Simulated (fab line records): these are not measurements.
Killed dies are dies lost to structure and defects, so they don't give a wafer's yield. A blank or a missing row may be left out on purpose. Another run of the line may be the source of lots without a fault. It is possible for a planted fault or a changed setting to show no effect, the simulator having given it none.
Split-lot study | flow sky130 | route with 708 steps; 5 lots, 23 wafers read

== THE SPLIT ==
At SKY_METAL3_SPUTTER_03 (material Ti, target thk 5 nm, time 3.3 s), the setting time s was moved away from the recipe's 3.3 s on 8 of the 23 wafers read, by -10.5% to +11.3%. All remaining wafers had this setting at the recipe value.

Reading taken at the split's own step.

== THE READING ==
Ti_of_METAL3_SPUTTER_03.thk nm (the simulator's own value, which no gauge read), in nm, at SKY_METAL3_SPUTTER_03 (material Ti, target thk 5 nm, time 3.3 s). There is no usual value for it anywhere in the file. Here, 15 wafers ran the recipe; their average is 5.015 nm with a standard deviation of 0.095 nm.

wafer  | tool, chamber at the split | time s as run, s | against the recipe | Ti_of_METAL3_SPUTTER_03.thk nm, nm | against lot-mates on the recipe
L074.1 | pvd sputter-02, -          | 3.3              | recipe             | 4.999                              | -
L074.2 | pvd sputter-02, -          | 3.3              | recipe             | 5.071                              | -
L074.3 | pvd sputter-02, -          | 3.3              | recipe             | 5.014                              | -
L074.5 | pvd sputter-02, -          | 3.673            | +11.3%             | 5.483                              | +0.455
L074.6 | pvd sputter-02, -          | 3.673            | +11.3%             | 5.704                              | +0.676
L075.1 | pvd sputter-04, -          | 3.3              | recipe             | 5.076                              | -
L075.3 | pvd sputter-04, -          | 3.3              | recipe             | 5.025                              | -
L075.4 | pvd sputter-04, -          | 3.164            | -4.1%              | 4.561                              | -0.390
L075.5 | pvd sputter-04, -          | 3.164            | -4.1%              | 4.883                              | -0.068
L075.6 | pvd sputter-04, -          | 3.3              | recipe             | 4.752                              | -
L076.1 | pvd sputter-02, -          | 3.3              | recipe             | 4.993                              | -
L076.2 | pvd sputter-02, -          | 3.3              | recipe             | 5.134                              | -
L076.5 | pvd sputter-02, -          | 3.3              | recipe             | 4.943                              | -
L083.1 | pvd sputter-02, -          | 3.3              | recipe             | 5.144                              | -
L083.2 | pvd sputter-02, -          | 2.953            | -10.5%             | 4.474                              | -0.582
L083.3 | pvd sputter-02, -          | 3.3              | recipe             | 5.027                              | -
L083.4 | pvd sputter-02, -          | 2.953            | -10.5%             | 4.504                              | -0.552
L083.5 | pvd sputter-02, -          | 3.3              | recipe             | 4.998                              | -
L085.1 | pvd sputter-02, -          | 3.468            | +5.1%              | 5.25                               | +0.234
L085.2 | pvd sputter-02, -          | 3.3              | recipe             | 4.942                              | -
L085.3 | pvd sputter-02, -          | 3.3              | recipe             | 5.132                              | -
L085.4 | pvd sputter-02, -          | 3.3              | recipe             | 4.974                              | -
L085.6 | pvd sputter-02, -          | 3.468            | +5.1%              | 5.458                              | +0.442

THE FIT
A straight line over all 23 wafers: Ti_of_METAL3_SPUTTER_03.thk nm changes by +0.0533 nm for each +1% of time s; r = +0.93; the points scatter about the line by 0.11 nm.
The same after taking each lot's own level away (the mean of its wafers on the recipe; 23 wafers): +0.0534 nm for each +1%; r = +0.94; scatter 0.1 nm.
That fit puts the effect of the largest move of time s on the reading at 0.6 nm.
The lots' own levels span 4.9510 to 5.0563 nm, that is 1.1 times the standard deviation above.
The two slopes are in agreement: the lot-to-lot level therefore moves the slope only a little.
Check: +0.659 nm against its lot-mates is what the line predicts for one of the wafers moved furthest among these (+11.3%) when that wafer is left out of the fit. It came out at +0.455 nm against them.

== OTHER SPLITS ON THESE WAFERS ==
Other splits were also applied to these wafers ahead of the reading. Each is held against what the fit with the lots' levels taken away leaves over:
other split on the same wafers               | wafers away from the commonest value | r with Ti_of_METAL3_SPUTTER_03.thk nm (lot level and that fit taken away)
SKY_LOCAL_INTERCONNECT_ETCH_13 ion energy ev | 6                                    | -0.37
SKY_CONTACT_HDPCVD_02 time s                 | 11                                   | +0.20
SKY_METAL1_ETCH_18 time s                    | 11                                   | +0.15
SKY_METAL2_SPUTTER_03 time s                 | 9                                    | -0.16
SKY_METAL2_SPUTTER_04 time s                 | 4                                    | -0.13
SKY_VIA2_CMP_02 leave above ref nm           | 9                                    | +0.13
SKY_VIA2_EXPOSE_09 dose mj                   | 5                                    | +0.06
SKY_VIA2_ETCH_14 ion energy ev               | 3                                    | +0.14
SKY_VIA2_CVD_21 pressure torr                | 10                                   | +0.03

== FILE'S OWN FIT ==
Ti_of_METAL3_SPUTTER_03.thk nm changes by +0.0534 nm for each +1% of time s, r = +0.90.
